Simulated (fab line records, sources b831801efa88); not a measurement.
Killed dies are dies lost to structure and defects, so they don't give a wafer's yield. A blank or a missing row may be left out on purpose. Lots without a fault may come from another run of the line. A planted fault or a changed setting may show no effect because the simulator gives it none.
A struck lot beside a sound one | flow sky130 | 16 steps out of a route of 708
Sound: wafers L738.2, L738.3, L738.6. Struck: wafers L755.2, L755.3, L755.6. The cause comes at the end.
At each step with rows: each side's tool, then ch and its chambers, then its first start. Under that, the readings that differ: sound wafers | struck wafers | difference of the means | sigmas: that difference in standard deviations of wafers without a fault.
alike: readings whose means differ by less than 2 such deviations, and words and numbers that are the same on both sides. not compared: withheld readings, readings that some wafer has no value for, bounds like >300 that may hide the same value, and numbers for which the record gives no deviation and whose values overlap.
The two part at a step that has a row with sigmas, a row that says differs or no value, or rows on one side only. Numbers that don't overlap but have no deviation are shown without sigmas and don't part them. A reading that every wafer of one side lacks parts them only if that side has two wafers or more.

first, 3 steps without rows for these wafers: SKY_FIELD_ISO_EXPOSE_10 (exposes mask FOM, target cd 150 nm); SKY_FIELD_ISO_PEB_11; SKY_FIELD_ISO_DEVELOP_12 (develop time 60 s).
SKY_FIELD_ISO_CD_MEAS_13: target cd 150 nm.
  sound on cd_sem-02, day 2 16:16; struck on cd_sem-01, day 6 06:23
  alike: cd_nm
SKY_FIELD_ISO_ETCH_14: etches BARC in N2/H2, stops on SiO2, time 45.9 s, target depth 60 nm.
  sound on rie_diel-03 ch 0,3, day 2 16:22; struck on rie_diel-03 ch 1,2, day 6 06:29
  alike: drypump_motor_current_A, oes_product_au, throttle_valve_pct
  not compared: rf_hours_counter_h
SKY_FIELD_ISO_ETCH_15: etches the open film in CHF3/O2, stops on Si, target depth 180 nm, time 72 s.
  sound on rie_diel-03 ch 0,3, day 2 16:25; struck on rie_diel-03 ch 1,2, day 6 06:32
  reading               | sound             | struck            | difference | sigmas
  oes_product_au (a.u.) | 0.953 0.962 0.954 | 0.938 0.938 0.936 | -0.019     | -3
  alike: drypump_motor_current_A, throttle_valve_pct
  not compared: rf_hours_counter_h
SKY_FIELD_ISO_STRIP_16: strips in O2/N2.
  sound on plasma_asher-03 ch 0,1, day 2 16:28; struck on plasma_asher-02 ch 0,1, day 6 06:35
  alike: drypump_motor_current_A, oes_product_au, strip_time_to_endpoint_s
  not compared: rf_hours_counter_h
SKY_FIELD_ISO_ETCH_17: etches Si in HBr/Cl2/O2, target depth 342 nm, time 97.7 s.
  sound on rie_si-01 ch 1,2,3, day 2 16:34; struck on rie_si-01 ch 0,2,3, day 6 06:41
  alike: drypump_motor_current_A, oes_product_au, throttle_valve_pct
  not compared: rf_hours_counter_h
then, 4 steps without rows for these wafers: SKY_FIELD_ISO_WET_ETCH_18 (etches Si3N4 in H3PO4, target depth 25 nm, time 286 s); SKY_FIELD_ISO_CLEAN_19 (cleans in SC1/SC2, time 150 s); SKY_FIELD_ISO_CLEAN_20 (cleans in dHF, time 20 s); SKY_FIELD_ISO_WET_ETCH_21 (etches SiO2 in dHF, target depth 20 nm, time 400 s).
SKY_FIELD_ISO_OXIDATION_22: stabilise 600 s, purge 300 s, target thk 10 nm.
  sound on furnace-02 ch 0, day 2 17:20; struck on furnace-01 ch 0, day 6 09:34
  reading                                          | sound             | struck            | difference | sigmas
  model.SiO2_of_FIELD_ISO_OXIDATION_22.thk_nm (nm) | 10.12 9.922 10.07 | 4.103 4.157 4.069 | -5.928     |
  alike: zone_power_top_pct
SKY_FIELD_ISO_THK_MEAS_23:
  sound on film_metro-01, day 2 18:32; struck on film_metro-04, day 6 10:44
  reading                         | sound           | struck         | difference | sigmas
  FIELD_ISO_OXIDATION_01_THK (nm) | 10.08 9.97 9.99 | 4.12 4.17 4.04 | -5.90      | -30
then, 1 step without rows for these wafers: SKY_FIELD_ISO_CVD_24 (deposits SiO2, target thk 595 nm, time 99.2 s).
-- the record jumps here: 44 days lie between the struck wafers' starts before and after (it left off in module FIELD_ISO and takes up again in module PAD_OPEN, whose first step shown is number 708 of the route) --
SKY_PAD_OPEN_PROBE_99:
  sound on prober-02, day 46 01:17; struck on prober-01, day 50 12:47
  reading                                          | sound                | struck               | difference | sigmas
  model.etest.diode_pdiff_fingers.leak_log10_a_cm2 | -6.452 -6.51 -6.581  | -6.021 -6.147 -5.965 | +0.470     |
  model.etest.sram_nfet_pass.off_log10_a_um        | -13.01 -12.81 -12.87 | -12.36 -12.26 -11.95 | +0.71      |
  model.etest.nfet_01v8.off_log10_a_um             | -13.41 -13.27 -13.36 | -13.22 -13.11 -13.12 | +0.20      |
  alike: killed_at_M0_to_M3, killed_at_M4_up, killed_at_contacts, killed_at_front_end, killed_at_other, killed_dies, killed_open, killed_short
  not compared: model.etest.diode_ndiff_fingers.leak_log10_a_cm2

WHERE THEY PART
First at SKY_FIELD_ISO_ETCH_15; last, within this record, at SKY_FIELD_ISO_THK_MEAS_23. Later steps at which nothing parts them and some readings are alike: SKY_PAD_OPEN_PROBE_99.

WHY: what the simulator had put in
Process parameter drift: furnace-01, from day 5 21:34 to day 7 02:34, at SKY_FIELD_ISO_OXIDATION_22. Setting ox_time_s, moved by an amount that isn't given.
